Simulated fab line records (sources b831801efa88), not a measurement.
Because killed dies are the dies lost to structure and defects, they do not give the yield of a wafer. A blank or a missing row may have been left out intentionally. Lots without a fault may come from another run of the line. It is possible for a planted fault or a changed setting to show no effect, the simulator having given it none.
What tool caused it? + flow gf180mcu + 14 lots with 41 wafers sampled at 3 steps, on a route of 602 steps

## WHAT EACH GAUGE READ, for each wafer
GF_MIM_RS_MEAS_10: uses a four-point probe to measure. Usual: MIM_ALCU_RS gives 0.1601 ohm/sq (standard deviation 0.0017).
| lot  | measured     | on            | MIM_ALCU_RS (ohm/sq) | flag |
|------|--------------|---------------|----------------------|------|
| L681 | day 24 16:44 | film metro-04 | 0.1598 0.1590 0.1600 |      |
| L682 | day 25 04:34 | film metro-03 | 0.1593 0.1606 0.1623 |      |
| L683 | day 25 16:02 | film metro-02 | 0.1622 0.1592 0.1609 |      |
| L684 | day 26 03:46 | film metro-03 | 0.1636 0.1608 0.1610 |      |
| L685 | day 26 05:45 | film metro-04 | 0.1594 0.1588 0.1607 |      |
| L691 | day 27 21:14 | film metro-04 | 0.1607 0.1620 0.1590 |      |
| L690 | day 27 23:59 | film metro-04 | 0.1570 0.1606 0.1595 |      |
| L693 | day 28 15:34 | film metro-03 | 0.1593 0.1616 0.1599 |      |
| L694 | day 28 17:36 | film metro-04 | 0.1612 0.1619 0.1609 |      |
| L695 | day 29 00:08 | film metro-03 | 0.1620 0.1604 0.1624 |      |
| L696 | day 29 07:40 | film metro-04 | 0.1584 0.1580 0.1589 |      |
| L701 | day 30 18:59 | film metro-02 | 0.1590 0.1590 0.1594 |      |
| L703 | day 30 21:33 | film metro-02 | 0.1587 0.1593        |      |
| L704 | day 30 23:09 | film metro-04 | 0.1610 0.1598 0.1583 |      |

GF_V5_THK_MEAS_03. Usual: V5_CVD_02_THK gives 1448 nm (standard deviation 20).
| lot  | measured     | on            | V5_CVD_02_THK (nm) | flag |
|------|--------------|---------------|--------------------|------|
| L681 | day 26 12:49 | film metro-01 | 1452 1468 1482     |      |
| L682 | day 26 23:53 | film metro-03 | 1460 1458 1451     |      |
| L683 | day 27 10:43 | film metro-01 | 1430 1444 1408     |      |
| L684 | day 27 21:33 | film metro-04 | 1431 1444 1476     |      |
| L685 | day 27 23:32 | film metro-01 | 1427 1444 1441     |      |
| L691 | day 29 14:09 | film metro-03 | 1440 1455 1446     |      |
| L690 | day 29 16:13 | film metro-01 | 1465 1470 1490     |      |
| L693 | day 30 07:11 | film metro-04 | 1449 1434 1459     |      |
| L694 | day 30 08:12 | film metro-01 | 1441 1441 1444     |      |
| L695 | day 30 15:42 | film metro-03 | 1418 1434 1453     |      |
| L696 | day 30 21:50 | film metro-04 | 1415 1452 1427     |      |
| L701 | day 32 07:04 | film metro-03 | 1414 1439 1446     |      |
| L703 | day 32 10:26 | film metro-01 | 1449 1486          |      |
| L704 | day 32 11:00 | film metro-01 | 1429 1436 1438     |      |

## WHICH TOOL RAN EACH LOT (tool, then ch and the chambers of the sampled wafers, then the start)
| lot  | GF_PSD_STRIP_10                      |
|------|--------------------------------------|
| L681 | plasma asher-04 ch 0,1, day 14 10:31 |
| L682 | plasma asher-02 ch 0,1, day 14 23:31 |
| L683 | plasma asher-03 ch 0,1, day 15 11:56 |
| L684 | plasma asher-04 ch 0,1, day 15 22:41 |
| L685 | plasma asher-02 ch 0,1, day 16 00:01 |
| L691 | plasma asher-03 ch 0,1, day 17 19:14 |
| L690 | plasma asher-04 ch 0,1, day 17 19:34 |
| L693 | plasma asher-04 ch 0,1, day 18 17:11 |
| L694 | plasma asher-02 ch 0,1, day 18 19:26 |
| L695 | plasma asher-03 ch 0,1, day 19 03:46 |
| L696 | plasma asher-02 ch 0,1, day 19 15:11 |
| L701 | plasma asher-02 ch 0,1, day 21 06:32 |
| L703 | plasma asher-02 ch 0, day 21 15:02   |
| L704 | plasma asher-03 ch 0,1, day 21 17:44 |
- GF_PSD_STRIP_10: strips in O2/N2.

## AS READ BY THE TOOLS THEMSELVES (means over the sampled wafers that have a number; for cases with no such wafer, the mark the record gives instead)
GF_PSD_STRIP_10. Usual: drypump motor current A 5.6 A, standard deviation 0.38; heater power w 353 W, standard deviation 36; oes product au 0.593 a.u., standard deviation 0.0052; strip time to endpoint s 16.55 s, standard deviation 0.036.
| lot  | tool            | drypump motor current A (A) | heater power w (W) | oes product au (a.u.) | strip time to endpoint s (s) | flag |
|------|-----------------|-----------------------------|--------------------|-----------------------|------------------------------|------|
| L681 | plasma asher-04 | 5.6                         | 343                | 0.593                 | 16.54                        |      |
| L682 | plasma asher-02 | 5.2                         | 339                | 0.590                 | 16.54                        |      |
| L683 | plasma asher-03 | 5.9                         | 388                | 0.591                 | 16.56                        |      |
| L684 | plasma asher-04 | 5.5                         | 324                | 0.596                 | 16.55                        |      |
| L685 | plasma asher-02 | 5.2                         | 339                | 0.592                 | 16.48                        |      |
| L691 | plasma asher-03 | 6.2                         | 390                | 0.597                 | 16.55                        |      |
| L690 | plasma asher-04 | 5.5                         | 323                | 0.594                 | 16.60                        |      |
| L693 | plasma asher-04 | 5.6                         | 348                | 0.591                 | 16.51                        |      |
| L694 | plasma asher-02 | 5.3                         | 329                | 0.586                 | 16.56                        |      |
| L695 | plasma asher-03 | 6.1                         | 395                | 0.591                 | 16.61                        |      |
| L696 | plasma asher-02 | 5.3                         | 350                | 0.596                 | 16.53                        |      |
| L701 | plasma asher-02 | 5.2                         | 333                | 0.591                 | 16.59                        |      |
| L703 | plasma asher-02 | 5.2                         | 328                | 0.593                 | 16.57                        |      |
| L704 | plasma asher-03 | 5.9                         | 399                | 0.600                 | 16.56                        |      |

## THE ANSWER, worked out from the rows above alone
Rule: take the mean of a lot's wafers that have a number; if it is more than 3 standard deviations from the usual mean, the lot is off. Also off: a lot with no number at a reading for which 4 or more lots have one. Where the step has rows for the other lots, those lots are counted as sound. The gauges are gone through in route order, then the tools' own readings, and for those a lot's mean is taken as printed above. At the first step where some lot is off, the reading lying furthest off is the one used; lots without a number count as furthest.
None of the lots is off at any reading shown; this tells nothing.

## WHAT THE SIMULATOR PUT IN
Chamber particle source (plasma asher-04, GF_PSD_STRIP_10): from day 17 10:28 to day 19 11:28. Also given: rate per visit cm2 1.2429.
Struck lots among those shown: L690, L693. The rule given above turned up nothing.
